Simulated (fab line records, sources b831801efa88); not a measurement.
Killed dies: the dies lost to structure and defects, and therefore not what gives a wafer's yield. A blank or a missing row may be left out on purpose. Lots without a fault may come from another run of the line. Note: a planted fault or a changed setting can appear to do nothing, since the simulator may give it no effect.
The same fault as seen by 2 desks | flow sky130 | numbers are kept per desk, each desk with only its own; the story behind them comes last

== THE METROLOGY DESK ==
What the gauges read for every lot (on any tool): the sampled wafers with a number, averaged. A lot is out of limits, marked OUT, if its mean lies more than 4 standard deviations from the usual mean; the brackets give that distance.
Columns: A = CONTACT_OVL at SKY_CONTACT_OVL_MEAS_15, usual -1 nm; B = METAL1_ALCU_RS at SKY_METAL1_RS_MEAS_05, usual 0.1278 ohm/sq
lot  | first seen here | A  | B
L361 | day 32 07:52    | -9 | 0.1300
L363 | day 32 14:44    | -1 | 0.1273
L362 | day 32 16:50    | -0 | 0.1291
L365 | day 33 01:20    | 6  | 0.1292
L366 | day 33 07:10    | -0 | 0.1263
L368 | day 33 21:44    | -1 | 0.1280
L367 | day 34 02:13    | -2 | 0.1260
L371 | day 35 00:33    | -9 | 0.1306
L373 | day 35 10:38    | 4  | 0.1265
L375 | day 35 23:53    | 5  | 0.1286
L378 | day 36 19:13    | -3 | 0.1295
L382 | day 38 05:07    | -4 | 0.1259
L383 | day 38 08:31    | -7 | 0.1270
This desk found nothing out of limits on any of the 13 lots.

== FOR THE TOOL OWNER'S DESK: pvd_sputter-04 ==
The tool's own readings at SKY_METAL1_SPUTTER_00 (material Ti, target thk 15 nm, time 10 s): means of the sampled wafers that have a number, for each lot that ran on this tool. A lot is out of limits, marked OUT, if its mean lies more than 4 standard deviations from the usual mean; the brackets give that distance.
Columns: A = cathode_dc_power_W at SKY_METAL1_SPUTTER_00, usual 2952.9 W; B = chamber_pressure_pa at SKY_METAL1_SPUTTER_00, usual 0.4001 Pa; C = throttle_valve_pct at SKY_METAL1_SPUTTER_00, usual 30.1 %
lot  | first seen here | A      | B                | C
L361 | day 32 09:16    | 2952.8 | 0.4004           | 30.3
L363 | day 32 16:08    | 2952.9 | 0.4004           | 30.1
L367 | day 34 03:37    | 2952.8 | 0.4002           | 30.0
L378 | day 36 20:38    | 2953.6 | 0.3865 (-15) OUT | 29.9
Finding of this desk: L378 out of limits; the first was L378 at day 36 20:38, on chamber_pressure_pa at SKY_METAL1_SPUTTER_00. L361, L363, L367: within limits.

== TAKEN TOGETHER ==
On L378, at day 36 20:38, an alarm was possible from the tool owner's desk.
Metrology desk: nothing out of limits seen.
The metrology desk has L378 on record, within its limits.
SKY_METAL1_SPUTTER_00 was run on pvd_sputter-04 by each of the lots named.

== WHAT THE SIMULATOR PUT IN ==
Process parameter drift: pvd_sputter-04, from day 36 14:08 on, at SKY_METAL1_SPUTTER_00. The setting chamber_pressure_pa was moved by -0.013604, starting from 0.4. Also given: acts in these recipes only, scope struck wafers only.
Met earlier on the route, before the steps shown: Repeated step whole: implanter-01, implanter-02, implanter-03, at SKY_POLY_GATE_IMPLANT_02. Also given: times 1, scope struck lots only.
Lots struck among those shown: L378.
How many hours passed from the start of the fault until each desk's first out-of-limits reading: the tool owner's desk, 6.
